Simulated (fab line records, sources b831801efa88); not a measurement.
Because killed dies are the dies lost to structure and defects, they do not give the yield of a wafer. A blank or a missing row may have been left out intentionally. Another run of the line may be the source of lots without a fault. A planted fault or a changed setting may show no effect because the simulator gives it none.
A lot that was struck, set against a sound lot + flow sky130 + 19 steps out of a route of 708
Sound: these wafers, L581.3, L581.4, L581.5. The struck wafers were L572.1, L572.3, L572.5. The cause is named last.
Per side, at each step with rows, come the tool, then ch with its chambers, and then its first start. Under that, the readings that differ: sound wafers + struck wafers + difference of the means + sigmas: that difference in standard deviations of wafers without a fault.
alike: words and numbers the same on both sides, and readings whose means are apart by under 2 such deviations; not compared: readings that were withheld, readings missing a value for some wafer, numbers with overlapping values and no deviation given by the record, and bounds like >300 which may hide the same value.
The two part at a step that has a row with sigmas, a row that says differs or no value, or rows on one side only. Numbers that have no deviation but don't overlap get no sigmas and don't part them. A reading missing from all wafers of one side parts the sides only when that side holds two or more wafers.

SKY_VIA1_ETCH_15: etches SiO2 in C4F8/O2/Ar, stops on TiN, target depth 351 nm, time 54 s.
  sound on rie_diel-04 ch 1,2,3, day 38 17:55; struck on rie_diel-03 ch 0,2,3, day 36 04:18
  alike: chamber_pressure_mTorr, oes_product_au
  not compared: rf_hours_counter_h
then, 5 steps without rows for these wafers: SKY_VIA1_STRIP_16 (strips in O2/N2); SKY_VIA1_STRIP_17 (strips in post etch residue remover, time 1200 s); SKY_VIA1_CLEAN_18 (cleans in IPA, time 180 s); SKY_VIA1_CLEAN_19 (cleans in O3/DIW); SKY_VIA1_SPUTTER_20 (material TiN, target thk 20 nm, time 80 s).
SKY_VIA1_CVD_21: deposits W, target thk 270 nm, time 80.902 s.
  sound on cvd_w-02 ch 0,1, day 38 18:41; struck on cvd_w-01 ch 0,1, day 36 05:02
  alike: heater_power_w
SKY_VIA1_RS_MEAS_22: uses a four-point probe to measure.
  sound: film_metro-03 at day 38 18:47; struck: film_metro-02 at day 36 05:08
  alike: VIA1_W_RS
SKY_VIA1_THK_MEAS_23: measures by xrf.
  sound: film_metro-03 at day 38 18:53; struck: film_metro-02 at day 36 05:15
  alike: VIA1_W_THK
SKY_VIA1_CMP_24: polishes, stops on SiO2, t overpolish 15 s, target thk 0 nm.
  sound on cmp-01 ch 0,1,2, day 38 18:58; struck on cmp-01 ch 0,3, day 36 05:22
  alike: motor_current_A, overpolish_run_s, retaining_ring_pressure_frac, slurry_flow_ml_min, time_to_endpoint_s
then, 1 step without rows for these wafers: SKY_METAL2_SPUTTER_00 (material Ti, target thk 15 nm, time 10 s).
SKY_METAL2_SPUTTER_01: material TiN, target thk 20 nm, time 16.7 s.
  sound: pvd_sputter-04 at day 38 19:14; struck: pvd_sputter-04 at day 36 05:38
  alike: cathode_dc_power_W, chamber_pressure_pa, throttle_valve_pct
SKY_METAL2_SPUTTER_02: material AlCu, target thk 250 nm, time 13.3 s.
  sound: pvd_sputter-04 at day 38 19:16; struck: pvd_sputter-04 at day 36 05:40
  no value came back on the struck wafers for cathode_dc_power_W (W), chamber_pressure_pa (Pa), throttle_valve_pct (%), time_s (s); on the sound wafers cathode_dc_power_W (W) reads 10601 10599 10600
then, 1 step without rows for these wafers: SKY_METAL2_SPUTTER_03 (material Ti, target thk 5 nm, time 3.3 s).
SKY_METAL2_SPUTTER_04: material TiN, target thk 70 nm, time 58.3 s.
  sound: pvd_sputter-04 at day 38 19:19; struck: pvd_sputter-04 at day 36 05:42
  alike: cathode_dc_power_W, chamber_pressure_pa, throttle_valve_pct
SKY_METAL2_RS_MEAS_05: uses a four-point probe to measure.
  sound: film_metro-01 at day 38 19:24; struck: film_metro-02 at day 36 05:45
| reading                 | sound                | struck               | difference | sigmas      |
|-------------------------|----------------------|----------------------|------------|-------------|
| METAL2_ALCU_RS (ohm/sq) | 0.1266 0.1288 0.1277 | 8.8191 8.7427 8.7043 | +8.6277    | +99 or more |
SKY_METAL2_THK_MEAS_06: measures by xrf.
  sound: film_metro-01 at day 38 19:30; struck: film_metro-02 at day 36 05:52
| reading              | sound       | struck   | difference | sigmas |
|----------------------|-------------|----------|------------|--------|
| METAL2_ALCU_THK (nm) | 252 247 250 | <0 <0 <0 | differs    |        |
then, 1 step without rows for these wafers: SKY_METAL2_DEHYDRATE_07 (time 60 s).
-- the record jumps here: 11 days lie between the struck wafers' starts before and after (it left off in module METAL2 and takes up again in module PAD_OPEN, whose first step shown is number 708 of the route) --
SKY_PAD_OPEN_PROBE_99:
  sound: prober-02 at day 49 13:38; struck: prober-01 at day 47 11:00
| reading                  | sound          | struck         | difference | sigmas |
|--------------------------|----------------|----------------|------------|--------|
| defect_limited_yield (%) | 80.1 84.3 82.9 | 0 0 0          | -82        | -43    |
| killed_at_M0_to_M3       | 48 35 40       | 453 458 442    | +410       | +62    |
| killed_dies              | 98 77 84       | 492 492 492    | +406       | +44    |
| killed_on_rim            | 20 14 19       | 96 96 96       | +78        | +21    |
| sort_bin_5_function (%)  | 13.0 7.7 11.8  | 93.1 94.1 91.9 | +82.2      | +59    |
| sort_n_pass              | 394 415 408    | 0 0 0          | -406       | -44    |
| sort_yield_pct (%)       | 80.1 84.3 82.9 | 0 0 0          | -82        | -43    |
  alike: killed_at_M4_up, killed_at_contacts, killed_at_front_end, killed_at_other, killed_open, killed_short, sort_bin_3_pad_short, sort_bin_6_memory

## WHERE THEY PART
First at SKY_METAL2_SPUTTER_02; last, within this record, at SKY_PAD_OPEN_PROBE_99.

WHY: the cause the simulator had injected
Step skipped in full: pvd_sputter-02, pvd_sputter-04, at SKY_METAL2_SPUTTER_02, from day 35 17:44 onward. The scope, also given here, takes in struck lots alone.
